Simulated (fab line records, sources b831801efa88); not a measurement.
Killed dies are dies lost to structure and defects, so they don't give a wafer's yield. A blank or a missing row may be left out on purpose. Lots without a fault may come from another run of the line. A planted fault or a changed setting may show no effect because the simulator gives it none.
fab line records | flow gf180mcu
record lots=7 wafers=21 last_day=34
route steps=602 shown M3@409
lots that met no fault: from a run of the same line without faults
start_h: hours from the record's first day to the start of the lot's first wafer shown | wait_h: hours since the lot's step before | " the same as in the row above | L1.1+2: a row that stands for several wafers | - no value, or no start given | * or withheld: withheld | < > ~ a bound
route shown NAME@n: a module of which the file shows steps, and the number in the route of the first | usual: mean/standard deviation of fault-free wafers | same: alike in all rows | chamber/n: place in a boat | sites: the reading at each site | _std_site: their standard deviation | _edge_site: outer sites' mean less inner sites' | radius_mm: how far each site lies from the wafer's centre | mask NAME#n: copy n | behind: the tool/chamber that last shaped the wafer | hold: why the lot was held/for how many hours/how that ended | device: the transistor (n, p or np) that didn't switch | end of line: the same wafers' tests at the end of the route | a step without rows: its recipe alone | killed: dies lost to structure and defects at the first sort, not the wafer's yield | map: a wafer's dies, x killed, . not, _ none there
set.NAME: the setting as run; set.NAME@STEP: as run at that earlier step | model.NAME: the simulator's own value behind a step, which no gauge read
lots at some steps of the route; a table a step, a row a wafer
services: from which hour (start_h, from the record's first day; less than 0 if before it) a tool's chamber was out of use, for how many hours, and why
## steps
# step GF_M3_SPUTTER_00
# recipe material=Ti target_thk_nm=37.5 arriving_ion_energy_ev=80 substrate_temp_c=200 chamber_pressure_pa=2 power_w=4000 time_s=150
# usual substrate_temp_c=200.03/0.17 throttle_valve_pct=30.4/0.75
# columns lot.wafer tool chamber start_h wait_h substrate_temp_c throttle_valve_pct
L245.1 pvd_sputter-02 - 470.50 0.2 200.05 29.8
L245.2 " - " " 200.13 30.0
L245.3 " - " " 200.25 29.3
L257.1 pvd_sputter-03 - 570.16 0.1 199.99 30.0
L257.3 " - " " 199.92 31.1
L257.5 " - " " 199.98 31.4
L258.1 pvd_sputter-02 - 587.15 0.2 200.09 30.3
L258.4 " - " " 199.96 30.4
L258.5 " - " " 199.79 30.7
L259.3 pvd_sputter-03 - 592.41 0.2 200.29 31.6
L259.4 " - " " 199.92 31.2
L259.6 " - " " 199.98 31.6
L260.4 pvd_sputter-03 - 600.71 0.2 199.82 30.2
L260.5 " - " " 200.14 31.6
L260.6 " - " " 199.84 31.3
L261.1 pvd_sputter-02 - 603.11 0.2 200.11 30.3
L261.4 " - " " 200.03 30.5
L261.5 " - " " 200.02 29.4
L267.1 pvd_sputter-03 - 647.95 0.2 200.06 31.2
L267.2 " - " " 200.21 31.6
L267.3 " - " " 200.15 30.1
# step GF_M3_SPUTTER_01
# recipe material=TiN target_thk_nm=30 power_w=6500 time_s=25 chamber_pressure_pa=0.4
# usual throttle_valve_pct=30.3/0.74
# columns lot.wafer tool chamber start_h wait_h throttle_valve_pct
L245.1 pvd_sputter-02 - 470.60 0.1 29.9
L245.2 " - " " 30.3
L245.3 " - " " 29.4
L257.1 pvd_sputter-03 - 570.26 0.1 29.8
L257.3 " - " " 31.2
L257.5 " - " " 31.5
L258.1 pvd_sputter-02 - 587.25 0.1 30.1
L258.4 " - " " 29.8
L258.5 " - " " 30.7
L259.3 pvd_sputter-03 - 592.51 0.1 31.6
L259.4 " - " " 31.1
L259.6 " - " " 31.5
L260.4 pvd_sputter-03 - 600.81 0.1 30.0
L260.5 " - " " 31.6
L260.6 " - " " 31.2
L261.1 pvd_sputter-02 - 603.21 0.1 30.0
L261.4 " - " " 30.7
L261.5 " - " " 29.5
L267.1 pvd_sputter-03 - 648.05 0.1 31.5
L267.2 " - " " 31.3
L267.3 " - " " 29.9
# step GF_M3_SPUTTER_02
# recipe material=AlCu target_thk_nm=450 power_w=10600 time_s=23.9 chamber_pressure_pa=0.4
# usual throttle_valve_pct=30.4/0.73
# columns lot.wafer tool chamber start_h wait_h throttle_valve_pct
L245.1 pvd_sputter-02 - 470.63 0.0 29.9
L245.2 " - " " 30.0
L245.3 " - " " 29.4
L257.1 pvd_sputter-03 - 570.29 0.0 30.1
L257.3 " - " " 31.5
L257.5 " - " " 31.2
L258.1 pvd_sputter-02 - 587.28 0.0 30.1
L258.4 " - " " 29.8
L258.5 " - " " 30.7
L259.3 pvd_sputter-03 - 592.55 0.0 31.6
L259.4 " - " " 31.2
L259.6 " - " " 31.4
L260.4 pvd_sputter-03 - 600.85 0.0 29.9
L260.5 " - " " 31.3
L260.6 " - " " 31.7
L261.1 pvd_sputter-02 - 603.24 0.0 30.3
L261.4 " - " " 30.7
L261.5 " - " " 29.6
L267.1 pvd_sputter-03 - 648.08 0.0 31.1
L267.2 " - " " 31.7
L267.3 " - " " 30.0
# step GF_M3_SPUTTER_03
# recipe material=Ti target_thk_nm=10 substrate_temp_c=300 chamber_pressure_pa=0.3 power_w=3000 time_s=6.7
# usual substrate_temp_c=300.04/0.22 throttle_valve_pct=30.4/0.75
# columns lot.wafer tool chamber start_h wait_h substrate_temp_c throttle_valve_pct
L245.1 pvd_sputter-02 - 470.66 0.0 300.15 29.9
L245.2 " - " " 300.02 30.3
L245.3 " - " " 300.10 29.2
L257.1 pvd_sputter-03 - 570.32 0.0 299.98 30.2
L257.3 " - " " 300.07 31.3
L257.5 " - " " 300.27 31.3
L258.1 pvd_sputter-02 - 587.31 0.0 300.06 30.4
L258.4 " - " " 300.06 29.9
L258.5 " - " " 299.85 30.7
L259.3 pvd_sputter-03 - 592.58 0.0 300.04 31.4
L259.4 " - " " 300.02 31.2
L259.6 " - " " 299.92 31.5
L260.4 pvd_sputter-03 - 600.88 0.0 300.02 29.8
L260.5 " - " " 299.87 31.6
L260.6 " - " " 300.02 31.3
L261.1 pvd_sputter-02 - 603.27 0.0 299.84 30.3
L261.4 " - " " 299.82 30.4
L261.5 " - " " 300.10 29.6
L267.1 pvd_sputter-03 - 648.11 0.0 300.04 31.3
L267.2 " - " " 300.24 31.5
L267.3 " - " " 299.61 29.7
# step GF_M3_SPUTTER_04
# recipe material=TiN target_thk_nm=50 power_w=6500 time_s=41.7 chamber_pressure_pa=0.4
# usual throttle_valve_pct=30.3/0.74
# columns lot.wafer tool chamber start_h wait_h throttle_valve_pct
L245.1 pvd_sputter-02 - 470.68 0.0 29.9
L245.2 " - " " 30.4
L245.3 " - " " 29.0
L257.1 pvd_sputter-03 - 570.34 0.0 30.0
L257.3 " - " " 31.4
L257.5 " - " " 31.2
L258.1 pvd_sputter-02 - 587.33 0.0 30.2
L258.4 " - " " 29.7
L258.5 " - " " 30.8
L259.3 pvd_sputter-03 - 592.60 0.0 31.7
L259.4 " - " " 31.1
L259.6 " - " " 31.7
L260.4 pvd_sputter-03 - 600.90 0.0 30.0
L260.5 " - " " 31.6
L260.6 " - " " 31.3
L261.1 pvd_sputter-02 - 603.29 0.0 30.1
L261.4 " - " " 30.5
L261.5 " - " " 29.4
L267.1 pvd_sputter-03 - 648.14 0.0 31.5
L267.2 " - " " 31.5
L267.3 " - " " 30.0
# step GF_M3_RS_MEAS_05
# recipe thk_meas_gauge=four-point-probe reads=TiN_of_M3_SPUTTER_04+Ti_of_M3_SPUTTER_03+AlCu_of_M3_SPUTTER_02+TiN_of_M3_SPUTTER_01+Ti_of_M3_SPUTTER_00
# usual M3_ALCU_RS=0.0694/0.0007
# columns lot.wafer tool chamber start_h wait_h M3_ALCU_RS[ohm/sq]
L245.1 film_metro-04 - 470.72 0.0 0.0692
L245.2 " - " " 0.0687
L245.3 " - " " 0.0690
L257.1 film_metro-04 - 570.38 0.0 0.0701
L257.3 " - " " 0.0692
L257.5 " - " " 0.0703
L258.1 film_metro-04 - 587.37 0.0 0.0711
L258.4 " - " " 0.0709
L258.5 " - " " 0.0708
L259.3 film_metro-03 - 592.68 0.1 0.0695
L259.4 " - " " 0.0687
L259.6 " - " " 0.0701
L260.4 film_metro-03 - 601.00 0.1 0.0701
L260.5 " - " " 0.0703
L260.6 " - " " 0.0697
L261.1 film_metro-04 - 603.33 0.0 0.0688
L261.4 " - " " 0.0688
L261.5 " - " " 0.0691
L267.1 film_metro-03 - 648.18 0.0 0.0696
L267.2 " - " " 0.0703
L267.3 " - " " 0.0699
# step GF_M3_THK_MEAS_06
# recipe thk_meas_gauge=xrf reads=AlCu_of_M3_SPUTTER_02
# usual M3_ALCU_THK=443/4.8
# columns lot.wafer tool chamber start_h wait_h M3_ALCU_THK[nm]
L245.1 film_metro-04 - 470.84 0.1 446
L245.2 " - " " 449
L245.3 " - " " 449
L257.1 film_metro-04 - 570.50 0.1 445
L257.3 " - " " 448
L257.5 " - " " 439
L258.1 film_metro-04 - 587.49 0.1 434
L258.4 " - " " 437
L258.5 " - " " 437
L259.3 film_metro-03 - 592.78 0.1 435
L259.4 " - " " 444
L259.6 " - " " 433
L260.4 film_metro-03 - 601.09 0.1 435
L260.5 " - " " 435
L260.6 " - " " 437
L261.1 film_metro-04 - 603.45 0.1 450
L261.4 " - " " 447
L261.5 " - " " 448
L267.1 film_metro-03 - 648.30 0.1 439
L267.2 " - " " 431
L267.3 " - " " 432
# step GF_M3_DEHYDRATE_07
# recipe temp_c=200 time_s=60
# step GF_M3_HMDS_08
# recipe prime_time_s=60 prime_temp_c=120
# step GF_M3_COAT_09
# recipe resist=KrF spin_rpm=withheld resist_thk_nm=1000
# step GF_M3_SOFTBAKE_10
# recipe temp_c=130 time_s=60 resist=KrF
# step GF_M3_EXPOSE_11
# recipe mask_id=Metal3 target_cd_nm=280 na=0.68 source_shape=conventional sigma_outer=0.6 dose_mj=28
# step GF_M3_PEB_12
# recipe peb_temp_c=135 peb_time_s=90 resist=KrF
# usual chill_plate_temp_C=22.97/0.11 exhaust_pa=45.2/0.86 peb_time_s=90/0
# columns lot.wafer tool chamber start_h wait_h chill_plate_temp_C exhaust_pa peb_time_s
L245.1 litho_track-03 0 493.97 - 22.79 45.8 90
L245.2 " 0 " " 22.95 45.7 90
L245.3 " 0 " " 23.03 45.3 90
L257.1 litho_track-02 - 591.28 - - - -
L257.3 " - " " - - -
L257.5 " - " " - - -
L258.1 litho_track-02 - 607.63 - - - -
L258.4 " - " " - - -
L258.5 " - " " - - -
L259.3 litho_track-02 - 612.95 - - - -
L259.4 " - " " - - -
L259.6 " - " " - - -
L260.4 litho_track-03 0 620.72 - 23.10 46.9 90
L260.5 " 0 " " 23.05 47.1 90
L260.6 " 0 " " 23.18 46.8 90
L261.1 litho_track-04 0 623.30 - 23.02 44.4 90
L261.4 " 0 " " 22.81 46.8 90
L261.5 " 0 " " 22.79 45.4 90
L267.1 litho_track-02 0 666.88 - 22.99 43.8 90
L267.2 " 0 " " 22.76 45.2 90
L267.3 " 0 " " 22.89 44.7 90
# step GF_M3_DEVELOP_13
# recipe develop_time_s=60 dev_temp_c=21
## services
# columns tool chamber start_h hours kind
pvd_sputter-02 - 475.18 1.4 repair
## key
first_sign step=GF_M3_PEB_12 reading=tool_record direction=missing
effect none on later readings
met_at GF_M3_PEB_12
struck_wafers L257.1,L257.3,L257.5,L258.1,L258.4,L258.5,L259.3,L259.4,L259.6
later_rows_left_out L257.1,L257.3,L257.5,L258.1,L258.4,L258.5,L259.3,L259.4,L259.6
sort_left_out L257.1,L257.3,L257.5,L258.1,L258.4,L258.5,L259.3,L259.4,L259.6
fault kind=skipped_step_whole tool=litho_track-02 chamber=- onset_h=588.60 steps=GF_M3_PEB_12 scope=struck_lots_only
# sort_left_out: the simulated sort isn't trusted on such a fault, so these wafers' sort isn't shown, and their yield isn't known
# later_rows_left_out: the simulator's readings of these wafers behind a module that went badly wrong aren't trusted and aren't shown, but for the sort
